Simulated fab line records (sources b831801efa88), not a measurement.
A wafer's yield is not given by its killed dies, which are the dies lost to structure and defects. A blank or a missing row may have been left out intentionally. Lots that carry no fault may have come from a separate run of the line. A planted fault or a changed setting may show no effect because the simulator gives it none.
Chamber matching :: flow sky130 :: SKY_FIELD_ISO_ETCH_15 on rie_diel-04 has 4 sister chambers
The step etches the open film in CHF3/O2, stops on Si, target depth 180 nm, time 72 s. 18 wafers are shown with their chamber, then 9 later ones without.

EACH WAFER AND ITS CHAMBER
wafer: L074.2
chamber: 1
drypump_motor_current_A (A): 6.6
oes_product_au (a.u.): 0.948
throttle_valve_pct (%): 8.833

wafer: L074.3
chamber: 2
drypump_motor_current_A (A): 5.4
oes_product_au (a.u.): 0.954
throttle_valve_pct (%): 8.840

wafer: L074.6
chamber: 3
drypump_motor_current_A (A): 6.0
oes_product_au (a.u.): 0.947
throttle_valve_pct (%): 8.845

wafer: L078.1
chamber: 1
drypump_motor_current_A (A): 6.6
oes_product_au (a.u.): 0.951
throttle_valve_pct (%): 8.832

wafer: L078.3
chamber: 2
drypump_motor_current_A (A): 5.4
oes_product_au (a.u.): 0.960
throttle_valve_pct (%): 8.851

wafer: L078.4
chamber: 0
drypump_motor_current_A (A): 6.4
oes_product_au (a.u.): 0.948
throttle_valve_pct (%): 8.830

wafer: L082.1
chamber: 1
drypump_motor_current_A (A): 6.6
oes_product_au (a.u.): 0.939
throttle_valve_pct (%): 8.841

wafer: L082.3
chamber: 3
drypump_motor_current_A (A): 6.1
oes_product_au (a.u.): 0.945
throttle_valve_pct (%): 8.848

wafer: L082.5
chamber: 1
drypump_motor_current_A (A): 6.6
oes_product_au (a.u.): 0.945
throttle_valve_pct (%): 8.857

wafer: L083.1
chamber: 0
drypump_motor_current_A (A): 6.4
oes_product_au (a.u.): 0.947
throttle_valve_pct (%): 8.833

wafer: L083.2
chamber: 1
drypump_motor_current_A (A): 6.6
oes_product_au (a.u.): 0.936
throttle_valve_pct (%): 8.846

wafer: L083.3
chamber: 2
drypump_motor_current_A (A): 5.4
oes_product_au (a.u.): 0.943
throttle_valve_pct (%): 8.845

wafer: L085.2
chamber: 1
drypump_motor_current_A (A): 6.6
oes_product_au (a.u.): 0.938
throttle_valve_pct (%): 8.851

wafer: L085.5
chamber: 1
drypump_motor_current_A (A): 6.6
oes_product_au (a.u.): 0.933
throttle_valve_pct (%): 8.844

wafer: L085.6
chamber: 2
drypump_motor_current_A (A): 5.5
oes_product_au (a.u.): 0.932
throttle_valve_pct (%): 8.837

wafer: L088.4
chamber: 0
drypump_motor_current_A (A): 6.4
oes_product_au (a.u.): 0.945
throttle_valve_pct (%): 8.866

wafer: L088.5
chamber: 2
drypump_motor_current_A (A): 5.4
oes_product_au (a.u.): 0.937
throttle_valve_pct (%): 8.850

wafer: L088.6
chamber: 3
drypump_motor_current_A (A): 6.0
oes_product_au (a.u.): 0.938
throttle_valve_pct (%): 8.837

SIGNATURES (means of the wafers above)
reading: drypump_motor_current_A
chamber 0: 6.400
chamber 1: 6.600
chamber 2: 5.420
chamber 3: 6.033
scatter within a chamber: 0.0324

reading: oes_product_au
chamber 0: 0.94667
chamber 1: 0.94143
chamber 2: 0.94520
chamber 3: 0.94333
scatter within a chamber: 0.00783

reading: throttle_valve_pct
chamber 0: 8.84300
chamber 1: 8.84343
chamber 2: 8.84460
chamber 3: 8.84333
scatter within a chamber: 0.0104
Rule: for a wafer and a chamber, the distance is found by dividing, reading by reading, the gap between the wafer's reading and the chamber's mean by the reading's scatter, squaring, summing and taking the root. The wafer belongs to the nearest chamber; if the next one is less than 2 further off, it can't be placed. How the scatter is found: for the shown wafers, subtract from each reading the mean of its chamber, square and add these, divide the total by (wafers less chambers), then take the root.

WAFERS MISSING THEIR CHAMBER
wafer: L089.2
drypump_motor_current_A (A): 6.6
oes_product_au (a.u.): 0.947
throttle_valve_pct (%): 8.845

wafer: L089.3
drypump_motor_current_A (A): 5.9
oes_product_au (a.u.): 0.931
throttle_valve_pct (%): 8.840

wafer: L089.6
drypump_motor_current_A (A): 6.6
oes_product_au (a.u.): 0.939
throttle_valve_pct (%): 8.843

wafer: L092.1
drypump_motor_current_A (A): 5.4
oes_product_au (a.u.): 0.953
throttle_valve_pct (%): 8.841

wafer: L092.4
drypump_motor_current_A (A): 6.4
oes_product_au (a.u.): 0.952
throttle_valve_pct (%): 8.826

wafer: L092.6
drypump_motor_current_A (A): 6.0
oes_product_au (a.u.): 0.943
throttle_valve_pct (%): 8.846

wafer: L093.1
drypump_motor_current_A (A): 5.4
oes_product_au (a.u.): 0.943
throttle_valve_pct (%): 8.850

wafer: L093.5
drypump_motor_current_A (A): 6.0
oes_product_au (a.u.): 0.951
throttle_valve_pct (%): 8.837

wafer: L093.6
drypump_motor_current_A (A): 5.4
oes_product_au (a.u.): 0.947
throttle_valve_pct (%): 8.845

EACH ONE'S CHAMBER
wafer: L089.2
from the rows above: 1
in truth: 1

wafer: L089.3
from the rows above: 3
in truth: 3

wafer: L089.6
from the rows above: 1
in truth: 1

wafer: L092.1
from the rows above: 2
in truth: 2

wafer: L092.4
from the rows above: 0
in truth: 0

wafer: L092.6
from the rows above: 3
in truth: 3

wafer: L093.1
from the rows above: 2
in truth: 2

wafer: L093.5
from the rows above: 3
in truth: 3

wafer: L093.6
from the rows above: 2
in truth: 2
Correctly placed: 9 of 9. Can't be placed from these rows: 0. 0 placed wrongly.
